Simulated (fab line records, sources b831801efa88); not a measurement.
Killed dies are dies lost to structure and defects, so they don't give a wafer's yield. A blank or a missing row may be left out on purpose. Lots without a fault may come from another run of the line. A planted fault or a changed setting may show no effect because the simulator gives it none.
Which tool did it? | flow gf180mcu | 6 lots, 18 wafers sampled, at 3 steps of a route of 602

WHAT THE GAUGES READ, wafer by wafer
GF_HV_LDD_TW_MEAS_11.
lot  | measured     | on            | HV_LDD_TW
L107 | day 11 04:37 | film_metro-02 | 2411 2421 2413
L109 | day 11 15:25 | film_metro-02 | 2406 2416 2411
L111 | day 12 08:14 | film_metro-03 | 2432 2438 2428
L119 | day 14 17:12 | film_metro-03 | 1811 1815 1811
L123 | day 15 21:17 | film_metro-02 | 2396 2401 2412
L127 | day 17 07:06 | film_metro-02 | 2415 2415 2412

WHICH TOOL RAN EACH LOT (tool, then ch and the chambers of the sampled wafers, then the start)
lot  | GF_HV_LDD_IMPLANT_09            | GF_HV_LDD_STRIP_10
L107 | implanter-01 ch 0, day 11 04:22 | plasma_asher-03 ch 0,1, day 11 04:31
L109 | implanter-03 ch 0, day 11 15:10 | plasma_asher-01 ch 0,1, day 11 15:19
L111 | implanter-03 ch 0, day 12 07:59 | plasma_asher-02 ch 0,1, day 12 08:08
L119 | implanter-03 ch 0, day 14 16:58 | plasma_asher-02 ch 0,1, day 14 17:05
L123 | implanter-04 ch 0, day 15 21:03 | plasma_asher-03 ch 0,1, day 15 21:10
L127 | implanter-03 ch 0, day 17 06:51 | plasma_asher-01 ch 0,1, day 17 07:00
- GF_HV_LDD_IMPLANT_09
- GF_HV_LDD_STRIP_10: strips in O2/N2.

THE ANSWER, worked out from the rows above alone
Rule: what is usual is taken from the lots themselves. Put in order of their means at a reading, lots are off if they are a third of the lots or fewer, leave a main group of 4 or more, and stand apart from it by a gap of 3 or more times the standard deviation of the main group's means; of several such gaps the widest counts. A main group whose means are all the same, to the digits that the tables above print for the reading, isn't used. A lot without any number at a reading at which 4 lots or more have one is off too. The other lots that the step has rows for count as sound.
Off: L119, at GF_HV_LDD_TW_MEAS_11 (HV_LDD_TW). The main group: mean 2415, standard deviation 9.7.
A tool fits if, at a process step before that reading, it ran every lot that is off, and no sound lot after the first of them. The gauges at GF_HV_LDD_TW_MEAS_11 are tried like those tools. Can't be told from this: 2 tools fit, plasma_asher-02 at GF_HV_LDD_STRIP_10, film_metro-03 at GF_HV_LDD_TW_MEAS_11.

WHAT THE SIMULATOR HAD PUT IN
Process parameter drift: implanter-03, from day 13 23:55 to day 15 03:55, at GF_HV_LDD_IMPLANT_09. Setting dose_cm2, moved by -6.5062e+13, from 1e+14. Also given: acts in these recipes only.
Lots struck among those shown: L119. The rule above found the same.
